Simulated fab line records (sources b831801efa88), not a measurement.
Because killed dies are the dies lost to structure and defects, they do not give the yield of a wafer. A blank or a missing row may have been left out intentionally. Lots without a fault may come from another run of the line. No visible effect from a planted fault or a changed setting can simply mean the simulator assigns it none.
A lot that was struck, set against a sound lot ; flow sky130 ; 45 out of 708 route steps
Sound: the wafers L182.1, L182.5, L182.6. Struck: wafers L190.3, L190.4, L190.5. At the end, the cause is stated.
For every step that has rows: the tool of each side, followed by ch and its chambers, followed by its first start. Under that, the readings that differ: sound wafers ; struck wafers ; difference of the means ; sigmas: that difference in standard deviations of wafers without a fault.
alike: same words and numbers on both sides, and readings whose means sit less than 2 such deviations apart. not compared: any withheld reading, any reading some wafer has no value for, any bound like >300 that may hide the same value, and any number with overlapping values for which the record gives no deviation.
Wherever a step has rows on one side only, a row that says differs or no value, or a row with sigmas, the two part there. Numbers that don't overlap but have no deviation are shown without sigmas and don't part them. Lack of a reading on every wafer of one side parts them only where that side has two or more wafers.

first, 1 step without rows for these wafers: SKY_FIELD_ISO_CVD_24 (deposits SiO2, target thk 595 nm, time 99.2 s).
SKY_FIELD_ISO_THK_MEAS_25:
  struck on film_metro-02, day 5 03:32; sound on film_metro-02, day 3 07:50
  alike: FIELD_ISO_CVD_24_THK
then, 1 step without rows for these wafers: SKY_FIELD_ISO_ANNEAL_26 (time 1800 s).
SKY_FIELD_ISO_CMP_27: polishes, stops on Si3N4, t overpolish 16 s, target thk 457.8 nm.
  sound on cmp-02 ch 0,1,3, day 3 10:24; struck on cmp-01 ch 0,1,3, day 5 05:05
  alike: motor_current_A, overpolish_run_s, time_to_endpoint_s
then, 5 steps without rows for these wafers: SKY_FIELD_ISO_WET_ETCH_28 (etches SiO2 in dHF, target depth 23.7 nm, time 47 s); SKY_FIELD_ISO_WET_ETCH_29 (etches Si3N4 in H3PO4, target depth 160 nm, time 1825 s); SKY_FIELD_ISO_WET_ETCH_30 (etches SiO2 in dHF, target depth 25 nm, time 50 s); SKY_NWELL_CLEAN_00 (cleans in SC1/SC2, time 150 s); SKY_NWELL_OXIDATION_01 (stabilise 600 s, purge 300 s, target thk 10 nm).
SKY_NWELL_THK_MEAS_02:
  struck on film_metro-02, day 5 07:28; sound on film_metro-02, day 3 12:37
  alike: NWELL_OXIDATION_THK
then, 2 steps without rows for these wafers: SKY_DNWELL_DEHYDRATE_00 (time 60 s); SKY_DNWELL_HMDS_01 (prime time 60 s).
SKY_DNWELL_COAT_02: resist thk 3000 nm.
  struck on litho_track-03, day 5 16:43; sound on litho_track-04 ch 0, day 3 20:10
  no value came back on the struck wafers for chill_plate_temp_C (C), dispense_pressure_kPa (kPa), spin_speed_rpm (rpm); on the sound wafers chill_plate_temp_C (C) reads 22.92 23.05 22.92
then, 5 steps without rows for these wafers: SKY_DNWELL_SOFTBAKE_03; SKY_DNWELL_EXPOSE_04 (exposes mask DNM, target cd 3000 nm); SKY_DNWELL_PEB_05; SKY_DNWELL_DEVELOP_06 (develop time 60 s); SKY_DNWELL_IMPLANT_07.
SKY_DNWELL_STRIP_08: strips in O2/N2.
  sound on plasma_asher-04 ch 0,1, day 4 03:37; struck on plasma_asher-02 ch 0,1, day 6 02:06
  no value came back on the struck wafers for oes_product_au (a.u.), strip_time_to_endpoint_s (s); on the sound wafers oes_product_au (a.u.) reads 0.720 0.721 0.727
  alike: chamber_pressure_mTorr, drypump_motor_current_A, n2_flow_sccm
  not compared: rf_hours_counter_h
SKY_DNWELL_TW_MEAS_09:
  struck on film_metro-02, day 6 02:11; sound on film_metro-04, day 4 03:43
reading;sound;struck;difference;sigmas
DNWELL_TW;1133 1130 1131;1092 1090 1089;-41;-3
then, 7 steps without rows for these wafers: SKY_PWDE_DEHYDRATE_00 (time 60 s); SKY_PWDE_HMDS_01 (prime time 60 s); SKY_PWDE_COAT_02 (resist thk 3000 nm); SKY_PWDE_SOFTBAKE_03; SKY_PWDE_EXPOSE_04 (exposes mask PWDEM, target cd 840 nm); SKY_PWDE_PEB_05; SKY_PWDE_DEVELOP_06 (develop time 60 s).
SKY_PWDE_OVL_MEAS_07:
  struck on overlay-02, day 6 21:35; sound on overlay-01, day 4 20:13
  alike: PWDE_OVL
next, for these wafers, 1 step has no rows: SKY_PWDE_IMPLANT_08.
SKY_PWDE_STRIP_09: strips in O2/N2.
  sound on plasma_asher-04 ch 0,1, day 4 20:25; struck on plasma_asher-01 ch 0,1, day 6 21:48
  alike: chamber_pressure_mTorr, drypump_motor_current_A, n2_flow_sccm, oes_product_au, strip_time_to_endpoint_s
  not compared: rf_hours_counter_h
SKY_PWDE_TW_MEAS_10:
  struck on film_metro-03, day 6 21:53; sound on film_metro-02, day 4 20:31
reading;sound;struck;difference;sigmas
PWDE_TW;367 366 367;1103 1101 1098;+734;+99 or more
then, 7 steps without rows for these wafers: SKY_NWELL_DEHYDRATE_03 (time 60 s); SKY_NWELL_HMDS_04 (prime time 60 s); SKY_NWELL_COAT_05 (resist thk 3000 nm); SKY_NWELL_SOFTBAKE_06; SKY_NWELL_EXPOSE_07 (exposes mask NWM, target cd 840 nm); SKY_NWELL_PEB_08; SKY_NWELL_DEVELOP_09 (develop time 60 s).
SKY_NWELL_OVL_MEAS_10:
  struck on overlay-02, day 7 17:41; sound on overlay-02, day 5 15:16
  alike: NWELL_00_OVL
then, 3 steps without rows for these wafers: SKY_NWELL_IMPLANT_11; SKY_NWELL_IMPLANT_12; SKY_NWELL_IMPLANT_13.
SKY_NWELL_TW_MEAS_15:
  struck on film_metro-03, day 7 18:17; sound on film_metro-03, day 5 15:52
reading;sound;struck;difference;sigmas
NWELL_TW;1813 1815 1810;1902 1904 1905;+91;+4
SKY_NWELL_TW_MEAS_26:
  struck on film_metro-02, day 8 15:35; sound on film_metro-04, day 6 10:52
reading;sound;struck;difference;sigmas
NWELL_2_TW;503 504 500;1135 1128 1126;+627;+99 or more
-- the record jumps here: 40 days lie between the struck wafers' starts before and after (it left off in module NWELL and takes up again in module PAD_OPEN, whose first step shown is number 708 of the route) --
SKY_PAD_OPEN_PROBE_99:
  record: rows for the struck wafers here (prober-02, day 49 01:47), none for the sound ones

== WHERE THEY PART ==
First at SKY_DNWELL_COAT_02; last, within this record, at SKY_PAD_OPEN_PROBE_99.

WHY: whatever the simulator had introduced
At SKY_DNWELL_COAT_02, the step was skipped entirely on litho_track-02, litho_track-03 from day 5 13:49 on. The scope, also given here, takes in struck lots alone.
